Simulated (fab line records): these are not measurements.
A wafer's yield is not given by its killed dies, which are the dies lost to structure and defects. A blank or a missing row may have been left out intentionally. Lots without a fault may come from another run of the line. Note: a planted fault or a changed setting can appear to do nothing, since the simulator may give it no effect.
Comparing a struck lot with a sound one / flow sky130 / 17 out of 708 route steps
Sound: the wafers L726.1, L726.5, L726.6. Struck: wafers L743.2, L743.6. (L743.5 of the same lot was not struck and is left out.) The cause comes at the end.
Each step with rows lists, per side, the tool, then ch with its chambers, then its first start. Under that, the readings that differ: sound wafers / struck wafers / difference of the means / sigmas: that difference in standard deviations of wafers without a fault.
alike: readings whose means differ by less than 2 such deviations, and words and numbers that are the same on both sides. not compared: withheld readings, readings that some wafer has no value for, bounds like >300 that may hide the same value, and numbers for which the record gives no deviation and whose values overlap.
Wherever a step has rows on one side only, a row that says differs or no value, or a row with sigmas, the two part there. Non-overlapping numbers with no deviation appear without sigmas and do not part them. A reading that every wafer of one side lacks parts them only if that side has two wafers or more.

SKY_METAL3_SPUTTER_04: material TiN, target thk 70 nm, time 58.3 s.
  sound: pvdSputter-02 at day 38 03:38; struck: pvdSputter-04 at day 42 16:28
  alike: throttleValvePct
SKY_CAPM_CVD_00: deposits SiO2, target thk 15.5 nm.
  sound on pecvd-04 ch 0,1,2, day 38 03:41; struck on pecvd-01 ch 0,1, day 42 16:31
  alike: heaterPowerW, susceptorTempC
SKY_CAPM_THK_MEAS_01:
  sound: filmMetro-04 at day 38 03:42; struck: filmMetro-04 at day 42 16:32
  alike: CAPM_CVD_00_THK
SKY_CAPM_SPUTTER_02: material TiN, target thk 200 nm, time 166.7 s.
  sound: pvdSputter-01 at day 38 03:46; struck: pvdSputter-02 at day 42 16:35
  alike: susceptorTempC, throttleValvePct
SKY_CAPM_RS_MEAS_03: a four-point-probe measurement.
  sound: filmMetro-03 at day 38 03:52; struck: filmMetro-04 at day 42 16:43
  alike: CAPM_TIN_RS
SKY_CAPM_THK_MEAS_04: measures by xrf.
  sound: filmMetro-03 at day 38 03:59; struck: filmMetro-04 at day 42 16:50
  alike: CAPM_TIN_THK
then, 6 steps without rows for these wafers: SKY_CAPM_DEHYDRATE_05 (time 60 s); SKY_CAPM_HMDS_06 (prime time 60 s); SKY_CAPM_COAT_07 (resist thk 1140 nm); SKY_CAPM_SOFTBAKE_08 (time 60 s); SKY_CAPM_EXPOSE_09 (exposes mask CAPM, target cd 1000 nm); SKY_CAPM_PEB_10.
SKY_CAPM_DEVELOP_11: develop time 60 s.
  sound on lithoTrack-04 ch 0, day 39 04:55; struck on lithoTrack-04 ch 0, day 43 15:35
SKY_CAPM_OVL_MEAS_12:
  sound: overlay-02 at day 39 05:04; struck: overlay-02 at day 43 15:43
  alike: CAPM_OVL
SKY_CAPM_METAL_ETCH_13: etches TiN in Cl2/BCl3, stops on SiO2, target depth 220 nm, time 62.9 s.
  sound on rieMetal-02 ch 0,1, day 39 05:06; struck on rieMetal-04 ch 0,1, day 43 15:45
reading=model.CAPM.cdNm (nm); sound=1002 1000 999.7; struck=1008 1011; difference=+9; sigmas=
  alike: bcl3FlowSccm, drypumpMotorCurrentA, heBacksideLeakSccm, oesProductAu, throttleValvePct
  not compared: rfHoursCounterH
SKY_CAPM_STRIP_14: strips in O2/N2.
  sound on plasmaAsher-02 ch 0,1, day 39 05:11; struck on plasmaAsher-02 ch 0,1, day 43 15:50
  alike: drypumpMotorCurrentA, oesProductAu, stripTimeToEndpointS
  not compared: rfHoursCounterH
SKY_PAD_OPEN_PROBE_99:
  rows exist in the record for the sound wafers here (prober-01, day 47 06:44), none for the struck ones

== WHERE THEY PART ==
Only at SKY_PAD_OPEN_PROBE_99, as far as this record shows.

WHY: what the simulator had put in
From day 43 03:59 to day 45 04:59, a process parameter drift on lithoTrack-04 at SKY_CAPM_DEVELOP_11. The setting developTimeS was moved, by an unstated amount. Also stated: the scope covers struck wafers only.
